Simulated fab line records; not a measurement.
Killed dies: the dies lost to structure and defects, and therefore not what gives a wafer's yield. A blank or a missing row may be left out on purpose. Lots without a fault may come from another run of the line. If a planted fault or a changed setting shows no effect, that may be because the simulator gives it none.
The tool behind it: which one? | flow sky130 | Sampling: 12 lots, 36 wafers, 2 of 708 route steps

## WHAT THE GAUGES READ, wafer by wafer
SKY_VIA2_THK_MEAS_23: measures by xrf.
lot  | measured     | on            | VIA2_W_THK (nm)
L443 | day 37 12:53 | film_metro-03 | 422 421 419
L447 | day 38 14:44 | film_metro-01 | 404 410 405
L448 | day 38 16:55 | film_metro-04 | 421 424 420
L450 | day 39 06:21 | film_metro-01 | 411 409 412
L451 | day 39 12:47 | film_metro-04 | 417 420 413
L453 | day 40 04:18 | film_metro-01 | 410 416 415
L454 | day 40 10:57 | film_metro-01 | 415 406 414
L457 | day 41 14:51 | film_metro-03 | 418 420 417
L458 | day 41 18:58 | film_metro-03 | 417 424 422
L460 | day 41 23:10 | film_metro-03 | 420 419 417
L459 | day 42 01:26 | film_metro-04 | 412 413 419
L464 | day 43 14:40 | film_metro-04 | 408 412 410

SKY_CAPM_RS_MEAS_03: a four-point-probe measurement.
lot  | measured     | on            | CAPM_TIN_RS (ohm/sq)
L443 | day 37 13:37 | film_metro-02 | 6.86 6.84 6.89
L447 | day 38 15:27 | film_metro-02 | 6.88 6.87 6.89
L448 | day 38 17:39 | film_metro-04 | 6.87 6.73 6.86
L450 | day 39 07:03 | film_metro-03 | 6.95 6.92 6.94
L451 | day 39 13:31 | film_metro-02 | 6.93 6.97 6.95
L453 | day 40 05:00 | film_metro-03 | 6.93 6.88 6.92
L454 | day 40 11:49 | film_metro-04 | 6.93 6.87 6.86
L457 | day 41 15:34 | film_metro-04 | 6.98 6.95 6.93
L458 | day 41 19:40 | film_metro-04 | 6.86 6.90 6.88
L460 | day 41 23:52 | film_metro-02 | 6.92 6.92 6.94
L459 | day 42 02:08 | film_metro-04 | 6.82 6.88 6.87
L464 | day 43 15:23 | film_metro-03 | 6.93 6.93 6.95

## EACH LOT AND THE TOOL THAT RAN IT (in order: tool; ch and the chambers of the sampled wafers; start)
Before these readings, the record contains no process step.

## AS READ BY THE TOOLS THEMSELVES (means over the sampled wafers that have a number; for cases with no such wafer, the mark the record gives instead)
The record holds no such reading with a usual standard deviation.

## THE ANSWER, worked out from the rows above alone
Rule: usual is defined by the lots themselves. The widest of any qualifying gaps counts: lots, ordered by their means at a reading, are off when they make up no more than a third of the lots, leave a main group of 4 or more, and stand apart from it by 3 or more times the standard deviation of that group's means. A main group is skipped when, at the precision printed for the reading in the tables above, its means are all equal. Also off: a lot with no number at a reading for which 4 or more lots have one. Any other lot the step has rows for is counted as sound. First the gauges in route order, then the tools' own readings, where a lot's mean is used as printed above. The first step at which some lot is off is used, and at that step the reading that is off furthest; a lot without a number counts as furthest.
No lot is off on any of the readings shown, so nothing can be concluded from this.

## WHAT THE SIMULATOR PUT IN
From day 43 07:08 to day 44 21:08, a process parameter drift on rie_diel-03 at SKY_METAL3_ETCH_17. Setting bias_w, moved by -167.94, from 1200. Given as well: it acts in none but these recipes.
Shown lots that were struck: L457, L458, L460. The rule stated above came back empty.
